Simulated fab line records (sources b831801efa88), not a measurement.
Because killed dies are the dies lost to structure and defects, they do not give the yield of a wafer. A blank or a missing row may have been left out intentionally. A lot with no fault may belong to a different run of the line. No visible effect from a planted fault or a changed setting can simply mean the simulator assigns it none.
8D (eight disciplines) problem report, filled in by code -- flow sky130 -- the parts of the form that need people (team, actions taken, sign-off) are left out

## 1. THE ISSUE
Mean LDD_P_TW at SKY_LDD_P_TW_MEAS_11: 602.9 over 2 wafers in 2 lots; fault-free wafers: 640.4, standard deviation 2.7. That is -14 standard deviations from the usual mean.
Seen first at day 23 23:32 on film_metro-01, wafer L731.1. At this step, 41 wafers from 14 lots have a number in the record. Rule for "out" (also "out of limits"): further than 4 standard deviations from the usual mean. All remaining wafers that have a number are taken as sound.

## 2. WHAT IT IS, AND WHAT IT ISN'T
question,is,is not
which readings at this step,LDD_P_TW,-
which lots,"L731, L733","L718, L719, L720, L721, L722, L723, L726, L727, L728, L729, L739, L741"
which wafers of those lots,"L731.1, L733.2","L731.3, L731.6, L733.6"
read on which gauges,"film_metro-01, film_metro-02",film_metro-03
when,from day 23 23:32,"up to then (32 sound wafers); but 7 sound wafers of L733, L739, L741 came after"

## 3. THE SUSPECTS, EACH WITH WHAT RULES IT OUT
Counting: a tool at a process step up to the reading stays a suspect if it ran every lot that is out. Sound lots after the first of them don't rule it out here, since some wafers of a struck lot are sound.
- the gauge at SKY_LDD_P_TW_MEAS_11: ruled out. 2 gauges (film_metro-01, film_metro-02) read the wafers that are out.
- implanter-03 at SKY_LDD_P_IMPLANT_09: kept. Every lot that is out went through it, the first being L731 (day 23 23:17); the last sound lot it ran before that was L729 (day 23 04:56). Its own beam_on_s, faraday_current_uA readings are out on those wafers.
Left after counting: implanter-03 at SKY_LDD_P_IMPLANT_09.

## 4. THE CAUSE (what the simulator had put in)
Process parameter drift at SKY_LDD_P_IMPLANT_09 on implanter-03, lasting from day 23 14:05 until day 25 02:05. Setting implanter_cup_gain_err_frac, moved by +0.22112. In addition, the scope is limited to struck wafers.
After counting, this tool was the only one left.

## 5. THE CHAIN OF EFFECTS, in route order
Rows list readings where the struck wafers' mean (over those with a number) sits beyond 3 standard deviations from the usual. Only readings whose record carries a usual standard deviation are examined. hours: median over the lots of the time between each lot's start at the first step of this table that gives one and its start at this step. sigmas: the change, counted in usual standard deviations.
hours,step,reading,usual,on struck wafers,change,sigmas
0,SKY_LDD_P_IMPLANT_09,beam_on_s,10.02 s,8.14,-1.88,-9.4
0,SKY_LDD_P_IMPLANT_09,faraday_current_uA,56.3,69.3,+13.0,+12
0,SKY_LDD_P_TW_MEAS_11,LDD_P_TW,640.4,602.9,-37.5,-14
Process steps it contains:
- SKY_LDD_P_IMPLANT_09

## 6. WHAT WOULD HAVE CAUGHT IT SOONER
In this record the first reading out of limits at a measuring or inspecting step was taken at day 23 23:32, 9 hours after the fault began at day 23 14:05.
Tool's own readings at SKY_LDD_P_IMPLANT_09, beam_on_s, faraday_current_uA: out on all struck wafers the step has rows for; an alarm limit on them would have tripped on the first.
Lots out: 2; of these, L733 started SKY_LDD_P_IMPLANT_09 on implanter-03 after day 23 23:32. Had the tool been put on hold then, it would have been spared.
